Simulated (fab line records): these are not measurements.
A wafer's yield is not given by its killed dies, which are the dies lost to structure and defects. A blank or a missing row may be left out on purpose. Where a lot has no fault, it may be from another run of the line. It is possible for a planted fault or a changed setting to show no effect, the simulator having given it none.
Which tool did it? ; flow gf180mcu ; Sampling: 15 lots, 45 wafers, 5 of 602 route steps

## WHAT EACH GAUGE READ, for each wafer
GF_NWELL_OVL_MEAS_07. Usual: NWELL_OVL -1.4 nm, standard deviation 1.4.
lot;measured;on;NWELL_OVL (nm);flag
L392;day 3 07:00;overlay-02;-1.5 -2.5 -0.3;
L394;day 3 19:22;overlay-01;-2.0 -2.6 -0.9;
L395;day 3 22:46;overlay-02;-3.0 -5.3 -4.3;
L396;day 4 05:06;overlay-02;-0.9 -1.8 -0.2;
L399;day 4 22:07;overlay-02;-2.5 -1.9 -3.5;
L401;day 5 07:33;overlay-01;-1.4 -2.3 -2.0;
L402;day 5 13:03;overlay-02;-0.8 -2.0 -0.8;
L403;day 5 18:01;overlay-01;-0.7 -0.9 -0.9;
L407;day 6 19:06;overlay-02;-0.8 -0.4 -1.3;
L408;day 6 22:37;overlay-02;-1.7 -2.0 -1.6;
L409;day 7 06:04;overlay-02;-1.5 -0.6 -3.4;
L412;day 7 20:09;overlay-01;0.3 1.0 0.7;
L413;day 8 00:33;overlay-02;-0.9 -1.3 -0.5;
L414;day 8 10:21;overlay-02;-1.5 0.4 -1.2;
L415;day 8 14:15;overlay-02;-2.2 -2.2 -1.6;

GF_NSD_CD_MEAS_07 targets a cd of 400 nm. Usual: 399.7 nm for cd nm, sd 2.3.
lot;measured;on;cd nm (nm);flag
L392;day 13 03:32;cd sem-01;399.6 398.0 402.2;
L394;day 14 01:42;cd sem-01;402.7 400.5 401.0;
L395;day 14 05:17;cd sem-01;402.2 398.6 401.4;
L396;day 14 14:39;cd sem-02;400.4 398.2 398.4;
L399;day 15 16:13;cd sem-02;401.1 404.3 400.8;
L401;day 16 08:12;cd sem-01;- - -;OFF
L402;day 16 20:00;cd sem-02;- - -;OFF
L403;day 16 22:54;cd sem-01;- - -;OFF
L407;day 18 15:05;cd sem-02;401.3 399.4 399.7;
L408;day 18 20:53;cd sem-02;396.9 398.9 397.4;
L409;day 19 09:50;cd sem-02;400.4 400.4 401.2;
L412;day 20 05:06;cd sem-01;401.5 399.6 402.0;
L413;day 20 16:54;cd sem-01;399.3 396.2 398.0;
L414;day 21 01:11;cd sem-02;397.3 396.5 397.0;
L415;day 21 08:30;cd sem-01;398.9 398.2 397.2;

GF_PSD_TW_MEAS_11. Usual: PSD_TW 3195, standard deviation 42.
lot;measured;on;PSD_TW;flag
L392;day 14 00:36;film metro-04;3148 3147 3127;
L394;day 14 23:32;film metro-03;3225 3227 3235;
L395;day 15 03:02;film metro-03;3239 3260 3251;
L396;day 15 12:52;film metro-03;3248 3241 3258;
L399;day 16 15:09;film metro-04;3167 3149 3174;
L401;day 17 07:28;film metro-04;4238 4238 4234;OFF
L402;day 17 19:24;film metro-04;4230 4237 4214;OFF
L403;day 17 22:15;film metro-04;4223 4215 4228;OFF
L407;day 19 16:08;film metro-03;3228 3228 3218;
L408;day 19 21:19;film metro-03;3235 3226 3222;
L409;day 20 10:25;film metro-03;3205 3234 3216;
L412;day 21 06:06;film metro-02;3239 3221 3227;
L413;day 21 17:57;film metro-03;3256 3245 3264;
L414;day 22 01:47;film metro-02;3218 3233 3237;
L415;day 22 08:57;film metro-04;3181 3180 3175;

## EACH LOT AND THE TOOL THAT RAN IT (in order: tool; ch and the chambers of the sampled wafers; start)
lot;GF_VT_IMPLANT_STRIP_42;GF_NSD_COAT_02
L392;plasma asher-04 ch 0,1, day 7 11:32;litho track-02 ch 0, day 12 17:24
L394;plasma asher-01 ch 0,1, day 8 03:26;litho track-02 ch 0, day 13 15:15
L395;plasma asher-01 ch 0,1, day 8 06:41;litho track-02 ch 0, day 13 19:00
L396;plasma asher-01 ch 0, day 8 14:11;litho track-01 ch 0, day 14 04:06
L399;plasma asher-01 ch 0,1, day 9 12:26;litho track-03 ch 0, day 15 05:40
L401;plasma asher-04 ch 0,1, day 10 00:53;litho track-02, day 15 21:33
L402;plasma asher-01 ch 0, day 10 08:59;litho track-03, day 16 08:26
L403;plasma asher-04 ch 0,1, day 10 12:02;litho track-02, day 16 11:18
L407;plasma asher-01 ch 0,1, day 11 21:05;litho track-02 ch 0, day 18 02:42
L408;plasma asher-01 ch 0,1, day 12 00:28;litho track-02 ch 0, day 18 08:54
L409;plasma asher-04 ch 0,1, day 12 10:01;litho track-01 ch 0, day 18 21:03
L412;plasma asher-04 ch 0,1, day 13 03:59;litho track-01 ch 0, day 19 17:42
L413;plasma asher-01 ch 1, day 13 08:38;litho track-01 ch 0, day 20 04:48
L414;plasma asher-03 ch 0,1, day 13 20:44;litho track-02 ch 0, day 20 12:45
L415;plasma asher-01 ch 0,1, day 14 02:50;litho track-02 ch 0, day 20 20:36
- GF_VT_IMPLANT_STRIP_42: strips in O2/N2.
- GF_NSD_COAT_02: resist thk 1000 nm.

## AS READ BY THE TOOLS THEMSELVES (means over the sampled wafers that have a number; for cases with no such wafer, the mark the record gives instead)
GF_VT_IMPLANT_STRIP_42. Usual: drypump motor current A 5.3 A, standard deviation 0.48; heater power w 329 W, standard deviation 23; oes product au 0.717 a.u., standard deviation 0.0045; strip time to endpoint s 12.64 s, standard deviation 0.035.
lot;tool;drypump motor current A (A);heater power w (W);oes product au (a.u.);strip time to endpoint s (s);flag
L392;plasma asher-04;5.2;322;0.714;12.58;
L394;plasma asher-01;5.3;324;0.717;12.62;
L395;plasma asher-01;5.3;324;0.716;12.64;
L396;plasma asher-01;4.7;344;0.721;12.64;
L399;plasma asher-01;5.0;331;0.719;12.66;
L401;plasma asher-04;5.1;330;0.717;12.64;
L402;plasma asher-01;4.7;341;0.714;12.66;
L403;plasma asher-04;5.1;338;0.719;12.67;
L407;plasma asher-01;5.0;326;0.718;12.56;
L408;plasma asher-01;5.0;329;0.715;12.63;
L409;plasma asher-04;5.2;321;0.717;12.63;
L412;plasma asher-04;5.1;326;0.720;12.63;
L413;plasma asher-01;5.5;313;0.718;12.62;
L414;plasma asher-03;6.2;327;0.713;12.67;
L415;plasma asher-01;5.3;325;0.720;12.59;

GF_NSD_COAT_02. Usual: chill plate temp C 22.99 C, standard deviation 0.12; dispense pressure kPa 47.7 kPa, standard deviation 3; exhaust pa 45.2 Pa, standard deviation 0.99.
lot;tool;chill plate temp C (C);dispense pressure kPa (kPa);exhaust pa (Pa);flag
L392;litho track-02;22.98;44.2;45.0;
L394;litho track-02;23.05;44.2;45.0;
L395;litho track-02;22.89;44.2;44.3;
L396;litho track-01;23.15;50.5;46.3;
L399;litho track-03;23.01;49.9;43.5;
L401;litho track-02;-;-;-;OFF
L402;litho track-03;-;-;-;OFF
L403;litho track-02;-;-;-;OFF
L407;litho track-02;22.84;44.2;46.5;
L408;litho track-02;23.09;44.2;44.6;
L409;litho track-01;23.21;50.5;45.3;
L412;litho track-01;22.88;50.5;44.7;
L413;litho track-01;22.96;50.5;45.8;
L414;litho track-02;23.02;44.2;45.3;
L415;litho track-02;22.90;44.2;46.0;

## THE ANSWER, worked out from the rows above alone
Rule: a lot counts as off when the mean over its wafers that have a number is more than 3 standard deviations away from the usual mean. Also off: a lot with no number at a reading for which 4 or more lots have one. All remaining lots with rows at the step are treated as sound. After the gauges, taken in route order, come the tools' own readings; for these a lot's mean is taken, as printed above. The first step at which some lot is off is used, and at that step the reading that is off furthest; a lot without a number counts as furthest.
Off, at GF_NSD_CD_MEAS_07 on cd nm: L401, L402, L403. Without a number there: L401, L402, L403.
A tool fits if, at a process step before that reading, it ran every lot that is off, and no sound lot after the first of them. Not tried: the gauges at GF_NSD_CD_MEAS_07; whatever is off there is also off at GF_PSD_TW_MEAS_11, on other tools, and gauge error can't account for it. None of those tried fits.

## WHAT THE SIMULATOR HAD PUT IN
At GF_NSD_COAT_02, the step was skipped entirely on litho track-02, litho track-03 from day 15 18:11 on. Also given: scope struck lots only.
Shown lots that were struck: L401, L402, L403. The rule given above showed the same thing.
